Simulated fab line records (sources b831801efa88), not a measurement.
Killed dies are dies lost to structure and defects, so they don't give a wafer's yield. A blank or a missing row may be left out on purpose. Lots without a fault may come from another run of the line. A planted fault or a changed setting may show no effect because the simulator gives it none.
Matching of chambers	flow gf180mcu	GF_V3_ETCH_16 on rie_diel-01: 4 sister chambers
The step etches BARC in N2/H2. 4 wafers are shown with their chamber, then 9 later ones without.

WAFERS WITH THEIR CHAMBER
wafer	chamber	drypump_motor_current_A (A)
L079.2	1	6.1
L089.2	0	5.1
L089.3	2	5.6
L089.6	3	6.0

WAFERS WHOSE CHAMBER IS MISSING
wafer	drypump_motor_current_A (A)
L092.1	5.1
L092.2	5.6
L092.4	6.0
L093.1	6.0
L093.3	5.0
L093.5	6.0
L094.1	5.0
L094.2	6.0
L094.3	5.6

CHAMBER TAKEN BY EACH
wafer	from the rows above	in truth
L092.1	0	0
L092.2	2	2
L092.4	3	3
L093.1	3	3
L093.3	0	0
L093.5	3	3
L094.1	0	0
L094.2	3	3
L094.3	2	2
Correctly placed: 9 of 9. Can't be placed from these rows: 0. Placed wrongly: 0.
How it was worked out, from the rows above alone: a wafer's distance from a chamber is the root of the sum, over the readings, of the square of ((its reading less the chamber's mean) divided by the reading's scatter). If the next closest chamber is less than 2 further off than the closest, the wafer can't be placed; otherwise it belongs to the closest. A chamber's mean is the mean of its shown wafers. The scatter: root of mean squared gap, hidden wafer to nearest shown wafer, with one shown wafer a chamber.
